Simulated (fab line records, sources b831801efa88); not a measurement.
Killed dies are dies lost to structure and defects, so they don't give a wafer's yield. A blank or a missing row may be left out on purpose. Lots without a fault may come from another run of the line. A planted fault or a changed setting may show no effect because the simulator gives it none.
Which tool did it? | flow gf180mcu | 12 lots, 36 wafers sampled, at 4 steps of a route of 602

WHAT THE GAUGES READ, wafer by wafer
GF_M1_CD_MEAS_14: target cd 230 nm. Usual: cd_nm 230.2 nm, standard deviation 1.4.
lot  | measured     | on        | cd_nm (nm)        | flag
L193 | day 17 05:34 | cd_sem-02 | 229.0 229.0 230.2 |
L195 | day 17 20:26 | cd_sem-01 | 229.8 229.5 230.1 |
L197 | day 18 13:58 | cd_sem-02 | 229.8 230.1 229.8 |
L198 | day 19 00:39 | cd_sem-01 | 230.2 231.8 232.0 |
L203 | day 20 22:43 | cd_sem-01 | 230.1 229.0 229.6 |
L204 | day 21 14:04 | cd_sem-02 | 230.7 230.6 229.5 |
L207 | day 22 05:34 | cd_sem-01 | 227.8 228.1 228.1 |
L206 | day 22 08:34 | cd_sem-02 | 229.1 229.2 228.9 |
L209 | day 22 22:10 | cd_sem-01 | 231.0 231.7 231.9 |
L214 | day 24 22:36 | cd_sem-01 | 230.8 230.5 231.5 |
L215 | day 25 01:44 | cd_sem-02 | 227.3 227.1 226.6 |
L216 | day 25 03:34 | cd_sem-01 | 230.1 230.1 229.9 |

GF_V1_CD_MEAS_14: target cd 260 nm. Usual: cd_nm 260.1 nm, standard deviation 1.2.
lot  | measured     | on        | cd_nm (nm)        | flag
L193 | day 18 06:22 | cd_sem-01 | 258.4 258.4 258.5 |
L195 | day 18 21:48 | cd_sem-01 | 259.1 258.1 259.4 |
L197 | day 19 16:21 | cd_sem-01 | 258.1 258.8 259.1 |
L198 | day 20 02:14 | cd_sem-01 | 260.3 261.8 261.2 |
L203 | day 21 23:14 | cd_sem-02 | 249.9 250.3 251.1 | OFF
L204 | day 22 15:04 | cd_sem-01 | 252.6 253.4 253.9 | OFF
L207 | day 23 05:38 | cd_sem-02 | 260.2 260.0 260.9 |
L206 | day 23 07:58 | cd_sem-02 | 257.4 259.1 258.6 |
L209 | day 24 02:20 | cd_sem-02 | 260.1 260.0 260.5 |
L214 | day 25 21:01 | cd_sem-02 | 260.9 260.6 260.7 |
L215 | day 26 00:48 | cd_sem-02 | 260.4 260.1 260.6 |
L216 | day 26 02:01 | cd_sem-02 | 261.1 261.3 262.3 |

WHICH TOOL RAN EACH LOT (tool, then ch and the chambers of the sampled wafers, then the start)
lot  | GF_V1_CVD_02                    | GF_V1_EXPOSE_11
L193 | pecvd-04 ch 0,1, day 17 06:37   | krf_scanner-01 ch 0, day 17 18:49
L195 | pecvd-01 ch 0,1,2, day 17 21:21 | krf_scanner-02 ch 0, day 18 10:00
L197 | pecvd-01 ch 1,2, day 18 14:59   | krf_scanner-02 ch 0, day 19 04:15
L198 | pecvd-02 ch 0,1,2, day 19 01:46 | krf_scanner-02 ch 0, day 19 14:27
L203 | pecvd-04 ch 1,2, day 20 23:39   | krf_scanner-02 ch 0, day 21 12:08
L204 | pecvd-04 ch 0,1, day 21 15:00   | krf_scanner-02 ch 0, day 22 03:44
L207 | pecvd-02 ch 0,2, day 22 06:31   | krf_scanner-01 ch 0, day 22 19:12
L206 | pecvd-04 ch 0,2, day 22 09:31   | krf_scanner-01 ch 0, day 22 22:01
L209 | pecvd-04 ch 0,2, day 22 23:10   | krf_scanner-01 ch 0, day 23 14:45
L214 | pecvd-04 ch 0,2, day 24 23:35   | krf_scanner-01 ch 0, day 25 10:15
L215 | pecvd-02 ch 0,1,2, day 25 02:44 | krf_scanner-01 ch 0, day 25 13:13
L216 | pecvd-02 ch 1,2, day 25 04:32   | krf_scanner-01 ch 0, day 25 15:37
- GF_V1_CVD_02: deposits SiO2 from TEOS, target thk 850 nm, time 94.851 s.
- GF_V1_EXPOSE_11: exposes mask Via1, target cd 260 nm.

WHAT THE TOOLS THEMSELVES READ (means of the sampled wafers that have a number; where no wafer has one, the mark that the record gives instead)
GF_V1_CVD_02. Usual: heater_power_w 647 W, standard deviation 79.
lot  | tool     | heater_power_w (W) | flag
L193 | pecvd-04 | 604                |
L195 | pecvd-01 | 607                |
L197 | pecvd-01 | 642                |
L198 | pecvd-02 | 660                |
L203 | pecvd-04 | 716                |
L204 | pecvd-04 | 555                |
L207 | pecvd-02 | 681                |
L206 | pecvd-04 | 591                |
L209 | pecvd-04 | 586                |
L214 | pecvd-04 | 701                |
L215 | pecvd-02 | 628                |
L216 | pecvd-02 | 652                |

GF_V1_EXPOSE_11. Usual: exposure_dose_mJ_cm2 38.04, standard deviation 0.11.
lot  | tool           | exposure_dose_mJ_cm2 | flag
L193 | krf_scanner-01 | 38.15                |
L195 | krf_scanner-02 | 37.93                |
L197 | krf_scanner-02 | 37.94                |
L198 | krf_scanner-02 | 37.93                |
L203 | krf_scanner-02 | 35.85                | OFF
L204 | krf_scanner-02 | 36.28                | OFF
L207 | krf_scanner-01 | 38.15                |
L206 | krf_scanner-01 | 38.12                |
L209 | krf_scanner-01 | 38.14                |
L214 | krf_scanner-01 | 38.11                |
L215 | krf_scanner-01 | 38.12                |
L216 | krf_scanner-01 | 38.19                |

THE ANSWER, worked out from the rows above alone
Rule: a lot is off if the mean of its wafers that have a number lies more than 3 standard deviations from the usual mean. A lot without any number at a reading at which 4 lots or more have one is off too. The other lots that the step has rows for count as sound. The gauges are gone through in route order, then the tools' own readings, and for those a lot's mean is taken as printed above. The first step at which some lot is off is used, and at that step the reading that is off furthest; a lot without a number counts as furthest.
Off: L203, L204, at GF_V1_CD_MEAS_14 (cd_nm).
A tool fits if, at a process step before that reading, it ran every lot that is off, and no sound lot after the first of them. The gauges at GF_V1_CD_MEAS_14 aren't tried: what is off there is off at GF_V1_EXPOSE_11 too, on other tools, and a gauge's error can't cause that. One fits: krf_scanner-02 at GF_V1_EXPOSE_11. Its last sound lot is L198 (day 19 14:27), its first lot that is off L203 (day 21 12:08): a fault that began between those two fits.
The tool's own readings at GF_V1_EXPOSE_11 bear it out: on the lots that are off they differ by more than 5 times the standard deviation of the sound lots' means. exposure_dose_mJ_cm2 reads 36.06 there against 38.08 on the sound lots.

WHAT THE SIMULATOR HAD PUT IN
Process parameter drift: krf_scanner-02, from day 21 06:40 on, at GF_V1_EXPOSE_11. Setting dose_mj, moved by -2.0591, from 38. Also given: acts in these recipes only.
Lots struck among those shown: L203, L204. The rule above found the same.
